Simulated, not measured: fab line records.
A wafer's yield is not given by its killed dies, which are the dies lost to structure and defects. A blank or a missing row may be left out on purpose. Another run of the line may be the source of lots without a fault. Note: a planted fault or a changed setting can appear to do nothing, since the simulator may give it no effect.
A struck lot beside a sound one :: flow sky130 :: 24 out of 708 route steps
Sound: wafers L656.2, L656.3, L656.4. Wafers L660.1, L660.2, L660.4 were the ones struck. At the end, the cause is stated.
At each step with rows: each side's tool, then ch and its chambers, then its first start. Under that, the readings that differ: sound wafers :: struck wafers :: difference of the means :: sigmas: that difference in standard deviations of wafers without a fault.
alike: readings with means less than 2 such deviations apart, plus words and numbers identical on both sides. not compared: withheld readings, readings lacking a value on some wafer, bounds such as >300 that could conceal the same value, and numbers that have no deviation in the record and whose values overlap.
Wherever a step has rows on one side only, a row that says differs or no value, or a row with sigmas, the two part there. Non-overlapping numbers with no deviation appear without sigmas and do not part them. Lack of a reading on every wafer of one side parts them only where that side has two or more wafers.

first, 2 steps without rows for these wafers: SKY_POLY_GATE_CLEAN_19 (cleans in SC1/SC2, time 150 s); SKY_POLY_GATE_OXIDATION_20 (stabilise 600 s, purge 300 s, target thk 4 nm).
SKY_POLY_GATE_THK_MEAS_21:
  sound on film metro-02 at day 18 05:40; struck on film metro-03 at day 19 23:49
reading: POLY_GATE_OXIDATION_THK (nm)
sound: 3.99 4.02 4.07
struck: 4.32 4.25 4.19
difference: +0.23
sigmas: +2
SKY_POLY_GATE_CD_MEAS_22:
  sound on cd sem-01 at day 18 05:46; struck on cd sem-02 at day 19 23:52
  alike: cd nm
then, 7 steps without rows for these wafers: SKY_LDD_N_DEHYDRATE_00 (time 60 s); SKY_LDD_N_HMDS_01 (prime time 60 s); SKY_LDD_N_COAT_02 (resist thk 300 nm); SKY_LDD_N_SOFTBAKE_03 (time 60 s); SKY_LDD_N_EXPOSE_04 (exposes mask NTM, target cd 840 nm); SKY_LDD_N_PEB_05; SKY_LDD_N_DEVELOP_06 (develop time 60 s).
SKY_LDD_N_OVL_MEAS_07:
  sound on overlay-02 at day 19 12:10; struck on overlay-02 at day 21 06:02
  alike: LDD_N_OVL
SKY_LDD_N_IMPLANT_08:
  sound on implanter-04 ch 0, day 19 12:13; struck on implanter-01 ch 0, day 21 06:23
then, 7 steps without rows for these wafers: SKY_LDD_N_IMPLANT_09; SKY_LDD_N_IMPLANT_10; SKY_LDD_N_IMPLANT_11; SKY_LDD_N_IMPLANT_12; SKY_LDD_N_IMPLANT_13; SKY_LDD_N_IMPLANT_14; SKY_LDD_N_IMPLANT_15.
SKY_LDD_N_STRIP_16: strips in O2/N2.
  sound on plasma asher-01 ch 0,1, day 19 13:24; struck on plasma asher-01 ch 0,1, day 21 07:35
reading: strip time to endpoint s (s)
sound: 4.300 4.312 4.316
struck: 4.514 4.513 4.511
difference: +0.203
sigmas: +14
  alike: drypump motor current A, o2 flow sccm, oes product au
  not compared: rf hours counter h
SKY_LDD_N_TW_MEAS_17:
  sound on film metro-02 at day 19 13:31; struck on film metro-02 at day 21 07:41
reading: LDD_N_TW
sound: 2607 2604 2607
struck: 2697 2709 2697
difference: +95
sigmas: +4
then, 1 step without rows for these wafers: SKY_LDD_P_DEHYDRATE_00 (time 60 s).
-- the record jumps here: 27 days lie between the struck wafers' starts before and after (it left off in module LDD_P and takes up again in module PAD_OPEN, whose first step shown is number 708 of the route) --
SKY_PAD_OPEN_PROBE_99:
  sound on prober-02 at day 47 15:30; struck on prober-01 at day 48 12:57
reading: model.etest.tip n.rs ohm sq
sound: 444.4 439.7 441.2
struck: 394.8 393.8 393.1
difference: -47.9
sigmas: 

reading: model.etest.nfet_01v8_lvt.vt sat v (V)
sound: 0.543 0.5471 0.5325
struck: 0.5099 0.5125 0.5195
difference: -0.0269
sigmas: 

reading: model.etest.nfet_01v8.vt sat v (V)
sound: 0.6465 0.6543 0.6406
struck: 0.6295 0.6257 0.629
difference: -0.0191
sigmas: 
  alike: killed_at_M0_to_M3, killed_at_M4_up, killed at contacts, killed at front end, killed at other, killed dies, killed open, killed short

## WHERE THEY PART
At SKY_POLY_GATE_THK_MEAS_21 first; at SKY_LDD_N_TW_MEAS_17 last (within this record only). Later steps at which nothing parts them and some readings are alike: SKY_PAD_OPEN_PROBE_99.

WHY: whatever the simulator had introduced
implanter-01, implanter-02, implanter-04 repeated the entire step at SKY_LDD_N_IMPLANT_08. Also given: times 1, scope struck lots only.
